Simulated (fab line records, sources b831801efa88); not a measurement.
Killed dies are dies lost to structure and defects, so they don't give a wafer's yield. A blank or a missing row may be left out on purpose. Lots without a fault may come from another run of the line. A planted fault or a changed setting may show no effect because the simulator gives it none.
A struck lot beside a sound one | flow gf180mcu | 15 steps out of a route of 602
Sound: wafers L894.1, L894.5, L894.6. Struck: wafers L904.1, L904.3, L904.5. The cause comes at the end.
At each step with rows: each side's tool, then ch and its chambers, then its first start. Under that, the readings that differ: sound wafers | struck wafers | difference of the means | sigmas: that difference in standard deviations of wafers without a fault.
alike: readings whose means differ by less than 2 such deviations, and words and numbers that are the same on both sides. not compared: withheld readings, readings that some wafer has no value for, bounds like >300 that may hide the same value, and numbers for which the record gives no deviation and whose values overlap.
The two part at a step that has a row with sigmas, a row that says differs or no value, or rows on one side only. Numbers that don't overlap but have no deviation are shown without sigmas and don't part them. A reading that every wafer of one side lacks parts them only if that side has two wafers or more.

GF_M3_SPUTTER_04: material TiN, target thk 50 nm, time 41.7 s.
  sound on pvd_sputter-02, day 24 16:47; struck on pvd_sputter-02, day 27 19:52
  alike: cathode_dc_power_W, throttle_valve_pct
GF_M3_RS_MEAS_05: measures by four-point-probe.
  sound on film_metro-02, day 24 16:50; struck on film_metro-03, day 27 19:55
  alike: M3_ALCU_RS
GF_M3_THK_MEAS_06: measures by xrf.
  sound on film_metro-02, day 24 16:57; struck on film_metro-03, day 27 20:02
  alike: M3_ALCU_THK
then, 7 steps without rows for these wafers: GF_M3_DEHYDRATE_07 (time 60 s); GF_M3_HMDS_08 (prime time 60 s); GF_M3_COAT_09 (resist thk 1000 nm); GF_M3_SOFTBAKE_10 (time 60 s); GF_M3_EXPOSE_11 (exposes mask Metal3, target cd 280 nm); GF_M3_PEB_12 (peb time 90 s); GF_M3_DEVELOP_13 (develop time 60 s).
GF_M3_CD_MEAS_14: target cd 280 nm.
  sound on cd_sem-02, day 25 14:23; struck on cd_sem-01, day 28 14:59
  alike: cd_nm
GF_M3_OVL_MEAS_15:
  sound on overlay-02, day 25 14:32; struck on overlay-01, day 28 15:07
  alike: M3_OVL
GF_M3_METAL_ETCH_16: etches the open film in Cl2/BCl3, stops on SiO2, target depth 627.5 nm, time 104.6 s.
  sound on rie_metal-04 ch 0,1, day 25 14:34; struck on rie_metal-04 ch 1, day 28 15:09
  reading    | sound             | struck            | difference | sigmas
  bias_w (W) | 140.5 140.1 140.4 | 110.3 110.4 110.8 | -29.8      | -81
  alike: drypump_motor_current_A, mfc_cl2_sccm, oes_product_au, throttle_valve_pct
  not compared: rf_hours_counter_h, model.KrF_of_M3_COAT_09.thk_nm, model.etch.depth_nm, model.M3.feature_depth_nm
GF_M3_STRIP_17: strips in O2/N2.
  sound on plasma_asher-01 ch 0,1, day 25 14:41; struck on plasma_asher-02 ch 0, day 28 15:16
  alike: drypump_motor_current_A, heater_power_w, oes_product_au, strip_time_to_endpoint_s
  not compared: rf_hours_counter_h
-- the record jumps here: 6 days lie between the struck wafers' starts before and after (it left off in module M3 and takes up again in module PASSIVATION, whose first step shown is number 602 of the route) --
GF_PASSIVATION_PROBE_99:
  sound on prober-02, day 32 10:19; struck on prober-02, day 34 18:43
  not compared: model.etest.met3_comb.leak_log10_a_um

WHERE THEY PART
Only at GF_M3_METAL_ETCH_16, within this record. Later steps at which nothing parts them and some readings are alike: GF_M3_STRIP_17.

WHY: what the simulator had put in
Process parameter drift: rie_metal-04, from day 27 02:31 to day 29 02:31, at GF_M3_METAL_ETCH_16. Setting bias_w, moved by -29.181, from 140. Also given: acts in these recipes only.
